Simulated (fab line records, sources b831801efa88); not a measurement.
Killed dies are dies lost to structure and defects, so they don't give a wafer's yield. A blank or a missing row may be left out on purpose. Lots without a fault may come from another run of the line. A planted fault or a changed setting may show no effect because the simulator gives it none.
Which tool did it? | flow gf180mcu | 12 lots, 34 wafers sampled, at 6 steps of a route of 602

WHAT THE GAUGES READ, wafer by wafer
GF_M2_RS_MEAS_05: measures by four-point-probe. Usual: M2_ALCU_RS 0.0697 ohm/sq, standard deviation 0.00076.
lot  | measured     | on            | M2_ALCU_RS (ohm/sq)  | flag
L413 | day 18 03:22 | film_metro-01 | 0.0698 0.0708 0.0711 |
L414 | day 18 10:37 | film_metro-04 | 0.0707 0.0697 0.0701 |
L416 | day 19 04:26 | film_metro-01 | 0.0709 0.0707 0.0707 |
L417 | day 19 19:07 | film_metro-04 | 0.0703 0.0709 0.0704 |
L418 | day 20 03:57 | film_metro-01 | 0.0694 0.0693 0.0685 |
L419 | day 20 10:10 | film_metro-01 | 0.0686 0.0694 0.0698 |
L421 | day 21 09:47 | film_metro-01 | 0.0681 0.0682 0.0676 |
L423 | day 22 00:54 | film_metro-03 | 0.0703 0.0703 0.0698 |
L424 | day 22 09:34 | film_metro-03 | 0.0694 0.0694 0.0693 |
L429 | day 24 02:57 | film_metro-04 | 0.0699 0.0910        | OFF
L430 | day 24 17:35 | film_metro-04 | 0.0685 0.0879        | OFF
L436 | day 26 17:43 | film_metro-03 | 0.0691 0.0689 0.0691 |

GF_M2_THK_MEAS_06: measures by xrf. Usual: M2_ALCU_THK 457 nm, standard deviation 6.8.
lot  | measured     | on            | M2_ALCU_THK (nm) | flag
L413 | day 18 03:29 | film_metro-01 | 461 452 452      |
L414 | day 18 10:43 | film_metro-04 | 445 454 449      |
L416 | day 19 04:33 | film_metro-01 | 449 453 453      |
L417 | day 19 19:14 | film_metro-04 | 450 448 449      |
L418 | day 20 04:03 | film_metro-01 | 462 462 467      |
L419 | day 20 10:16 | film_metro-01 | 469 461 458      |
L421 | day 21 09:54 | film_metro-01 | 473 473 477      |
L423 | day 22 01:01 | film_metro-03 | 454 452 458      |
L424 | day 22 09:41 | film_metro-03 | 456 460 460      |
L429 | day 24 03:04 | film_metro-04 | 454 348          | OFF
L430 | day 24 17:40 | film_metro-04 | 461 361          | OFF
L436 | day 26 17:50 | film_metro-03 | 460 462 462      |

GF_M2_CD_MEAS_14: target cd 280 nm. Usual: cd_nm 279.9 nm, standard deviation 1.1.
lot  | measured     | on        | cd_nm (nm)        | flag
L413 | day 19 03:58 | cd_sem-01 | 279.6 279.8 279.3 |
L414 | day 19 11:14 | cd_sem-02 | 278.7 278.8 279.1 |
L416 | day 20 04:53 | cd_sem-02 | 281.7 282.0 282.6 |
L417 | day 20 19:07 | cd_sem-01 | 279.4 281.0 280.8 |
L418 | day 21 03:32 | cd_sem-01 | 278.8 279.2 279.3 |
L419 | day 21 09:56 | cd_sem-01 | 280.3 279.6 280.8 |
L421 | day 22 09:15 | cd_sem-01 | 277.7 278.1 278.0 |
L423 | day 23 00:16 | cd_sem-01 | 281.3 282.0 280.9 |
L424 | day 23 08:16 | cd_sem-02 | 279.8 280.3 280.2 |
L429 | day 24 22:52 | cd_sem-01 | 279.0 278.6       |
L430 | day 25 15:00 | cd_sem-01 | 280.2 280.3       |
L436 | day 27 14:10 | cd_sem-02 | 280.8 281.3 280.5 |

GF_M2_OVL_MEAS_15. Usual: M2_OVL -4 nm, standard deviation 6.
lot  | measured     | on         | M2_OVL (nm) | flag
L413 | day 19 04:05 | overlay-01 | -1 0 3      |
L414 | day 19 11:21 | overlay-02 | 1 1 -3      |
L416 | day 20 04:59 | overlay-01 | 1 -3 4      |
L417 | day 20 19:14 | overlay-02 | -14 -8 -15  |
L418 | day 21 03:38 | overlay-02 | -5 -1 0     |
L419 | day 21 10:02 | overlay-02 | 3 -6 2      |
L421 | day 22 09:22 | overlay-01 | 4 2 7       |
L423 | day 23 00:23 | overlay-02 | -1 0 4      |
L424 | day 23 08:23 | overlay-02 | -3 -9 -11   |
L429 | day 24 22:59 | overlay-01 | 4 -8        |
L430 | day 25 15:04 | overlay-02 | -9 -6       |
L436 | day 27 14:17 | overlay-02 | -3 -4 0     |

WHICH TOOL RAN EACH LOT (tool, then ch and the chambers of the sampled wafers, then the start)
lot  | GF_V1_STRIP_18                       | GF_M2_SPUTTER_02
L413 | plasma_asher-04 ch 1, day 18 01:53   | pvd_sputter-03, day 18 03:17
L414 | plasma_asher-04 ch 0, day 18 09:06   | pvd_sputter-02, day 18 10:30
L416 | plasma_asher-03 ch 1, day 19 02:58   | pvd_sputter-03, day 19 04:20
L417 | plasma_asher-04 ch 0,1, day 19 17:40 | pvd_sputter-03, day 19 19:02
L418 | plasma_asher-04 ch 0,1, day 20 02:27 | pvd_sputter-01, day 20 03:49
L419 | plasma_asher-04 ch 0,1, day 20 08:41 | pvd_sputter-01, day 20 10:03
L421 | plasma_asher-02 ch 0,1, day 21 08:20 | pvd_sputter-01, day 21 09:41
L423 | plasma_asher-04 ch 0,1, day 21 23:07 | pvd_sputter-01, day 22 00:49
L424 | plasma_asher-03 ch 0,1, day 22 07:27 | pvd_sputter-03, day 22 09:28
L429 | plasma_asher-03 ch 0,1, day 24 01:30 | pvd_sputter-01, day 24 02:52
L430 | plasma_asher-02 ch 0,1, day 24 16:05 | pvd_sputter-01, day 24 17:26
L436 | plasma_asher-02 ch 0,1, day 26 16:09 | pvd_sputter-03, day 26 17:37
- GF_V1_STRIP_18: strips in O2/N2.
- GF_M2_SPUTTER_02: material AlCu, target thk 450 nm, time 23.9 s.

WHAT THE TOOLS THEMSELVES READ (means of the sampled wafers that have a number; where no wafer has one, the mark that the record gives instead)
GF_V1_STRIP_18. Usual: drypump_motor_current_A 5.6 A, standard deviation 0.48; heater_power_w 364 W, standard deviation 39; oes_product_au 0.593 a.u., standard deviation 0.0048.
lot  | tool            | drypump_motor_current_A (A) | heater_power_w (W) | oes_product_au (a.u.) | flag
L413 | plasma_asher-04 | 5.1                         | 345                | 0.593                 |
L414 | plasma_asher-04 | 5.7                         | 331                | 0.599                 |
L416 | plasma_asher-03 | 5.1                         | 442                | 0.595                 |
L417 | plasma_asher-04 | 5.5                         | 341                | 0.592                 |
L418 | plasma_asher-04 | 5.5                         | 337                | 0.593                 |
L419 | plasma_asher-04 | 5.3                         | 334                | 0.596                 |
L421 | plasma_asher-02 | 6.4                         | 347                | 0.597                 |
L423 | plasma_asher-04 | 5.3                         | 337                | 0.592                 |
L424 | plasma_asher-03 | 5.2                         | 423                | 0.592                 |
L429 | plasma_asher-03 | 5.3                         | 408                | 0.591                 |
L430 | plasma_asher-02 | 6.3                         | 350                | 0.589                 |
L436 | plasma_asher-02 | 6.3                         | 351                | 0.599                 |

GF_M2_SPUTTER_02. Usual: throttle_valve_pct 29.8 %, standard deviation 0.54.
lot  | tool           | throttle_valve_pct (%) | flag
L413 | pvd_sputter-03 | 29.9                   |
L414 | pvd_sputter-02 | 29.7                   |
L416 | pvd_sputter-03 | 30.1                   |
L417 | pvd_sputter-03 | 29.7                   |
L418 | pvd_sputter-01 | 29.7                   |
L419 | pvd_sputter-01 | 30.1                   |
L421 | pvd_sputter-01 | 29.8                   |
L423 | pvd_sputter-01 | 29.6                   |
L424 | pvd_sputter-03 | 29.7                   |
L429 | pvd_sputter-01 | 29.9                   |
L430 | pvd_sputter-01 | 30.1                   |
L436 | pvd_sputter-03 | 29.7                   |

THE ANSWER, worked out from the rows above alone
Rule: a lot is off if the mean of its wafers that have a number lies more than 3 standard deviations from the usual mean. A lot without any number at a reading at which 4 lots or more have one is off too. The other lots that the step has rows for count as sound. The gauges are gone through in route order, then the tools' own readings, and for those a lot's mean is taken as printed above. The first step at which some lot is off is used, and at that step the reading that is off furthest; a lot without a number counts as furthest.
Off: L429, L430, at GF_M2_RS_MEAS_05 (M2_ALCU_RS).
A tool fits if, at a process step before that reading, it ran every lot that is off, and no sound lot after the first of them. The gauges at GF_M2_RS_MEAS_05 are tried like those tools. Can't be told from this: 2 tools fit, pvd_sputter-01 at GF_M2_SPUTTER_02, film_metro-04 at GF_M2_RS_MEAS_05.

WHAT THE SIMULATOR HAD PUT IN
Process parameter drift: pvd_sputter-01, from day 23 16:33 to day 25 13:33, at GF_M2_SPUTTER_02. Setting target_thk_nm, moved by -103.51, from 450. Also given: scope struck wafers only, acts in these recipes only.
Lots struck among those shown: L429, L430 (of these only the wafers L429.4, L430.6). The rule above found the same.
